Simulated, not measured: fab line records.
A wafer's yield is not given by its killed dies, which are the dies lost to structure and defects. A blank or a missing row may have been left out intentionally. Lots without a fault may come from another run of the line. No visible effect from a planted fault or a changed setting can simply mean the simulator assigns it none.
Which tool is to blame? | flow gf180mcu | 12 lots with 36 wafers sampled at 4 steps, on a route of 602 steps

WHAT THE GAUGES SHOWED, per wafer
GF_VT_IMPLANT_TW_MEAS_10.
lot  | measured     | on           | VT_IMPLANT_TW
L530 | day 6 17:27  | filmMetro-04 | 561 563 562
L531 | day 7 00:07  | filmMetro-02 | 568 561 565
L533 | day 7 11:34  | filmMetro-03 | 565 563 567
L534 | day 7 17:06  | filmMetro-04 | 590 590 594
L535 | day 7 22:52  | filmMetro-03 | 597 600 601
L541 | day 9 10:16  | filmMetro-03 | 563 561 566
L542 | day 9 15:56  | filmMetro-02 | 564 568 567
L544 | day 10 07:26 | filmMetro-02 | 556 555 560
L545 | day 10 13:02 | filmMetro-02 | 560 559 556
L546 | day 10 19:27 | filmMetro-02 | 558 557 559
L547 | day 11 02:32 | filmMetro-04 | 560 560 560
L548 | day 11 05:51 | filmMetro-02 | 558 558 559

GF_VT_IMPLANT_OVL_MEAS_29.
lot  | measured     | on         | VT_IMPLANT_02_OVL (nm)
L530 | day 8 00:22  | overlay-02 | -1.4 -0.4 -2.5
L531 | day 8 08:05  | overlay-02 | -0.1 -1.0 -0.6
L533 | day 8 21:02  | overlay-02 | 0.3 -1.9 -1.4
L534 | day 9 02:31  | overlay-01 | 0.3 0.3 -0.1
L535 | day 9 08:34  | overlay-02 | -2.7 -1.9 -3.7
L541 | day 10 21:46 | overlay-02 | 0.1 -1.4 -1.4
L542 | day 11 03:04 | overlay-01 | -0.5 0.1 0.6
L544 | day 11 20:19 | overlay-02 | -2.4 -3.0 -2.4
L545 | day 12 02:51 | overlay-02 | -3.6 -3.3 -2.6
L546 | day 12 09:04 | overlay-02 | -2.1 -1.8 -1.8
L547 | day 12 16:28 | overlay-02 | 0.1 -1.8 -0.8
L548 | day 12 20:16 | overlay-01 | -3.7 -2.9 -5.2

WHICH TOOL RAN EACH LOT (tool, then ch and the chambers of the sampled wafers, then the start)
lot  | GF_STI_ETCH_14                 | GF_VT_IMPLANT_IMPLANT_08
L530 | rieSi-02 ch 0,1,3, day 2 22:42 | implanter-02 ch 0, day 6 17:12
L531 | rieSi-01 ch 0,2, day 3 04:31   | implanter-02 ch 0, day 6 23:54
L533 | rieSi-01 ch 0,1,3, day 3 13:54 | implanter-04 ch 0, day 7 11:20
L534 | rieSi-01 ch 0,1,2, day 3 18:36 | implanter-02 ch 0, day 7 16:51
L535 | rieSi-02 ch 0,1,3, day 4 00:27 | implanter-02 ch 0, day 7 22:38
L541 | rieSi-01 ch 0,1, day 5 06:57   | implanter-04 ch 0, day 9 10:02
L542 | rieSi-02 ch 0,2,3, day 5 11:37 | implanter-01 ch 0, day 9 15:41
L544 | rieSi-02 ch 0,1,2, day 5 22:22 | implanter-01 ch 0, day 10 07:11
L545 | rieSi-01 ch 0,2,3, day 6 03:24 | implanter-01 ch 0, day 10 12:47
L546 | rieSi-01 ch 0,1,2, day 6 09:37 | implanter-04 ch 0, day 10 19:12
L547 | rieSi-01 ch 1,2,3, day 6 14:58 | implanter-01 ch 0, day 11 02:17
L548 | rieSi-01 ch 2,3, day 6 18:48   | implanter-01 ch 0, day 11 05:37
- GF_STI_ETCH_14: etches Si in HBr/Cl2/O2, target depth 360 nm, time 102.9 s.
- GF_VT_IMPLANT_IMPLANT_08

AS READ BY THE TOOLS THEMSELVES (means over the sampled wafers that have a number; for cases with no such wafer, the mark the record gives instead)
GF_STI_ETCH_14.
lot  | tool     | O2_flow_sccm (sccm) | drypumpMotorCurrentA (A) | oesProductAu (a.u.) | throttleValvePct (%)
L530 | rieSi-02 | 6.004               | 5.8                      | 1.006               | 25.655
L531 | rieSi-01 | 5.990               | 5.6                      | 1.002               | 25.655
L533 | rieSi-01 | 6.032               | 5.8                      | 0.992               | 25.666
L534 | rieSi-01 | 6.010               | 5.7                      | 0.999               | 25.663
L535 | rieSi-02 | 5.994               | 5.8                      | 1.000               | 25.655
L541 | rieSi-01 | 6.011               | 5.8                      | 1.002               | 25.651
L542 | rieSi-02 | 5.992               | 5.8                      | 0.994               | 25.656
L544 | rieSi-02 | 5.995               | 6.0                      | 1.007               | 25.652
L545 | rieSi-01 | 6.002               | 5.7                      | 0.996               | 25.661
L546 | rieSi-01 | 5.999               | 5.7                      | 1.003               | 25.661
L547 | rieSi-01 | 5.991               | 5.9                      | 0.991               | 25.667
L548 | rieSi-01 | 5.992               | 5.8                      | 0.991               | 25.657

GF_VT_IMPLANT_IMPLANT_08.
lot  | tool         | doseIonsCm2 | faradayCurrentUA
L530 | implanter-02 | 8.305e+12   | 46.2
L531 | implanter-02 | 8.294e+12   | 46.4
L533 | implanter-04 | 8.282e+12   | 46.5
L534 | implanter-02 | 9.955e+12   | 55.3
L535 | implanter-02 | 9.958e+12   | 56.7
L541 | implanter-04 | 8.292e+12   | 46.9
L542 | implanter-01 | 8.281e+12   | 46.6
L544 | implanter-01 | 8.275e+12   | 45.4
L545 | implanter-01 | 8.283e+12   | 46.5
L546 | implanter-04 | 8.283e+12   | 46.9
L547 | implanter-01 | 8.283e+12   | 47.0
L548 | implanter-01 | 8.282e+12   | 46.5

THE ANSWER, worked out from the rows above alone
Rule: what is usual is taken from the lots themselves. Put in order of their means at a reading, lots are off if they are a third of the lots or fewer, leave a main group of 4 or more, and stand apart from it by a gap of 3 or more times the standard deviation of the main group's means; of several such gaps the widest counts. The tables above print the reading to a certain number of digits; a main group whose means all agree to those digits is not used. A lot without any number at a reading at which 4 lots or more have one is off too. All remaining lots with rows at the step are treated as sound. Order of review: gauges by route order, followed by the tools' own readings, for which a lot's mean as printed above is used. The first step at which some lot is off is used, and at that step the reading that is off furthest; a lot without a number counts as furthest.
Off: L534, L535, seen at GF_VT_IMPLANT_TW_MEAS_10 (VT_IMPLANT_TW). For the main group the mean is 561 and the standard deviation 3.2.
A tool fits if, at a process step before that reading, it ran every lot that is off, and no sound lot after the first of them. The gauges at GF_VT_IMPLANT_TW_MEAS_10 aren't tried: what is off there is off at GF_VT_IMPLANT_IMPLANT_08 too, on other tools, and a gauge's error can't cause that. One fits: GF_VT_IMPLANT_IMPLANT_08 on implanter-02. Its last sound lot is L531 (day 6 23:54), its first lot that is off L534 (day 7 16:51): a fault that began between those two fits.
The tool's own readings at GF_VT_IMPLANT_IMPLANT_08 bear it out: on the lots that are off they differ by more than 5 times the standard deviation of the sound lots' means. doseIonsCm2 reads 9.956e+12 there against 8.286e+12 on the sound lots; faradayCurrentUA reads 56.0 there against 46.5 on the sound lots.

WHAT HAD BEEN PUT IN BY THE SIMULATOR
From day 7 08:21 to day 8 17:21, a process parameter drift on implanter-02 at GF_VT_IMPLANT_IMPLANT_08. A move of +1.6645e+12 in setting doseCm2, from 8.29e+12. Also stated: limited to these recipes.
Shown lots that were struck: L534, L535. The rule above reached the same finding.
